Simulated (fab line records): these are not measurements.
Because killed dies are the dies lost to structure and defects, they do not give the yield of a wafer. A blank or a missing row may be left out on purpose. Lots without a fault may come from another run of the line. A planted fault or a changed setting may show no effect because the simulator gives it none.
A lot that was struck, set against a sound lot :: flow sky130 :: 32 steps out of a route of 708
Sound: the wafers L476.2, L476.4, L476.6. Wafers L486.1, L486.3 were the ones struck. Last of all comes the cause.
At each step with rows: each side's tool, then ch and its chambers, then its first start. Under that, the readings that differ: sound wafers :: struck wafers :: difference of the means :: sigmas: that difference in standard deviations of wafers without a fault.
alike: readings whose means differ by less than 2 such deviations, and words and numbers that are the same on both sides. not compared: withheld readings, readings that some wafer has no value for, bounds like >300 that may hide the same value, and numbers for which the record gives no deviation and whose values overlap.
The two part at a step that has a row with sigmas, a row that says differs or no value, or rows on one side only. Non-overlapping numbers with no deviation appear without sigmas and do not part them. A reading missing from all wafers of one side parts the sides only when that side holds two or more wafers.

first, 3 steps without rows for these wafers: SKY_VIA1_STRIP_17 (strips in post etch residue remover, time 1200 s); SKY_VIA1_CLEAN_18 (cleans in IPA, time 180 s); SKY_VIA1_CLEAN_19 (cleans in O3/DIW).
SKY_VIA1_SPUTTER_20: material TiN, target thk 20 nm, time 80 s.
  struck on pvd_sputter-04, day 38 04:37; sound on pvd_sputter-04, day 33 21:17
  alike: throttle_valve_pct
then, 1 step without rows for these wafers: SKY_VIA1_CVD_21 (deposits W, target thk 270 nm, time 80.902 s).
SKY_VIA1_RS_MEAS_22: the measuring method here is four-point-probe.
  struck on film_metro-04, day 38 04:46; sound on film_metro-02, day 33 21:34
  alike: VIA1_W_RS
SKY_VIA1_THK_MEAS_23: measures by xrf.
  struck on film_metro-04, day 38 04:53; sound on film_metro-02, day 33 21:40
  alike: VIA1_W_THK
then, 2 steps without rows for these wafers: SKY_VIA1_CMP_24 (polishes, stops on SiO2, t overpolish 15 s, target thk 0 nm); SKY_METAL2_SPUTTER_00 (material Ti, target thk 15 nm, time 10 s).
SKY_METAL2_SPUTTER_01: material TiN, target thk 20 nm, time 16.7 s.
  struck on pvd_sputter-03, day 38 05:16; sound on pvd_sputter-03, day 33 22:02
  alike: throttle_valve_pct
then, 1 step without rows for these wafers: SKY_METAL2_SPUTTER_02 (material AlCu, target thk 250 nm, time 13.3 s).
SKY_METAL2_SPUTTER_03: material Ti, target thk 5 nm, time 3.3 s.
  struck on pvd_sputter-03, day 38 05:19; sound on pvd_sputter-03, day 33 22:05
  alike: throttle_valve_pct
SKY_METAL2_SPUTTER_04: material TiN, target thk 70 nm, time 58.3 s.
  struck on pvd_sputter-03, day 38 05:20; sound on pvd_sputter-03, day 33 22:07
reading: model.TiN_of_METAL2_SPUTTER_04.thk_nm (nm)
sound: 70.66 71.03 70.97
struck: 62.21 62.27
difference: -8.65
sigmas: 
  alike: throttle_valve_pct
SKY_METAL2_RS_MEAS_05: the measuring method here is four-point-probe.
  struck on film_metro-04, day 38 05:23; sound on film_metro-04, day 33 22:10
  alike: METAL2_ALCU_RS
SKY_METAL2_THK_MEAS_06: measures by xrf.
  struck on film_metro-04, day 38 05:31; sound on film_metro-04, day 33 22:17
  alike: METAL2_ALCU_THK
then, 8 steps without rows for these wafers: SKY_METAL2_DEHYDRATE_07 (time 60 s); SKY_METAL2_HMDS_08 (prime time 60 s); SKY_METAL2_COAT_09 (resist thk 60 nm); SKY_METAL2_COAT_10 (resist thk 450 nm); SKY_METAL2_SOFTBAKE_11 (time 90 s); SKY_METAL2_EXPOSE_12 (exposes mask MM2, target cd 140 nm); SKY_METAL2_PEB_13; SKY_METAL2_DEVELOP_14 (develop time 60 s).
SKY_METAL2_CD_MEAS_15: the cd target is 140 nm.
  struck on cd_sem-01, day 39 06:19; sound on cd_sem-01, day 35 00:02
  alike: cd_nm
SKY_METAL2_OVL_MEAS_16:
  struck on overlay-02, day 39 06:26; sound on overlay-02, day 35 00:08
  alike: METAL2_OVL
then, 1 step without rows for these wafers: SKY_METAL2_DESCUM_17 (chemistry O2, time 8 s).
SKY_METAL2_ETCH_18: etches BARC in N2/H2, stops on SiO2, time 45.9 s, target depth 60 nm.
  sound on rie_metal-01 ch 1, day 35 00:15; struck on rie_metal-04 ch 0, day 39 06:29
  alike: drypump_motor_current_A, h2_flow_sccm, oes_product_au, throttle_valve_pct
  not compared: rf_hours_counter_h
then, 1 step without rows for these wafers: SKY_METAL2_METAL_ETCH_19 (etches the open film in Cl2/BCl3, stops on SiO2, target depth 360 nm, time 78 s).
SKY_METAL2_STRIP_20: strips in O2/N2.
  sound on plasma_asher-02 ch 0, day 35 00:32; struck on plasma_asher-02 ch 1, day 39 06:39
reading: drypump_motor_current_A (A)
sound: 5.7 5.7 5.7
struck: 4.7 4.7
difference: -1.0
sigmas: -2
  alike: oes_product_au, strip_time_to_endpoint_s
  not compared: rf_hours_counter_h
SKY_METAL2_STRIP_21: strips in post etch residue remover, time 1200 s.
  sound on wet_bench-04 ch 2, day 35 00:38; struck on wet_bench-01 ch 3, day 39 06:45
reading: model.TiN_of_METAL2_SPUTTER_04.thk_nm (nm)
sound: 70.23 70.6 70.55
struck: 61.79 61.84
difference: -8.64
sigmas: 
then, 1 step without rows for these wafers: SKY_METAL2_CLEAN_22 (cleans in IPA, time 180 s).
-- the record jumps here: 10 days lie between the struck wafers' starts before and after (it left off in module METAL2 and takes up again in module PAD_OPEN, whose first step shown is number 708 of the route) --
SKY_PAD_OPEN_PROBE_99:
  record: rows for the struck wafers here (prober-02, day 48 23:35), none for the sound ones

## WHERE THEY PART
Earliest at SKY_METAL2_STRIP_20; latest, in this record, at SKY_PAD_OPEN_PROBE_99.

WHY: what the simulator had put in
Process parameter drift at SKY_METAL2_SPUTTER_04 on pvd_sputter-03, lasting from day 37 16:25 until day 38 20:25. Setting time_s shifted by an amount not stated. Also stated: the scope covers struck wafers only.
